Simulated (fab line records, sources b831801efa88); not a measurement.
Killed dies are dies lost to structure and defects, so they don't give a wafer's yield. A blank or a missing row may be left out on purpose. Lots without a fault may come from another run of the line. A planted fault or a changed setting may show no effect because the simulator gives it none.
Chamber matching | flow sky130 | SKY_PASSIVATION_CVD_00 on pecvd-03: 3 sister chambers
The step deposits SiO2, target thk 90 nm. 3 wafers are shown with their chamber, then 10 later ones without.

WAFERS WITH THEIR CHAMBER
wafer  | chamber | heater_power_w (W)
L083.6 | 2       | 497
L084.4 | 1       | 613
L084.5 | 0       | 689

WAFERS WITHOUT THEIR CHAMBER
wafer  | heater_power_w (W)
L084.6 | 588
L089.1 | 686
L089.4 | 557
L089.5 | 632
L093.1 | 524
L093.2 | 661
L093.6 | 680
L092.3 | 512
L092.4 | 638
L092.5 | 634

WHICH CHAMBER EACH WENT THROUGH
wafer  | from the rows above     | in truth
L084.6 | 1                       | 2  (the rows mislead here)
L089.1 | 0                       | 0
L089.4 | can't be placed: 1 or 2 | 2
L089.5 | can't be placed: 1 or 0 | 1
L093.1 | 2                       | 2
L093.2 | can't be placed: 0 or 1 | 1
L093.6 | 0                       | 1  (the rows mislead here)
L092.3 | 2                       | 2
L092.4 | can't be placed: 1 or 0 | 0
L092.5 | can't be placed: 1 or 0 | 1
Placed correctly: 3 of 10. Can't be placed from these rows: 5 (the true chamber is among the candidates in 5). Placed wrongly: 2.
How it was worked out, from the rows above alone: a wafer's distance from a chamber is the root of the sum, over the readings, of the square of ((its reading less the chamber's mean) divided by the reading's scatter). The wafer belongs to the nearest chamber; if the next one is less than 2 further off, it can't be placed. A chamber's mean is the mean of its shown wafers. The scatter: with one shown wafer a chamber, the root of the mean of the squares of how far each hidden wafer lies from its nearest shown one.
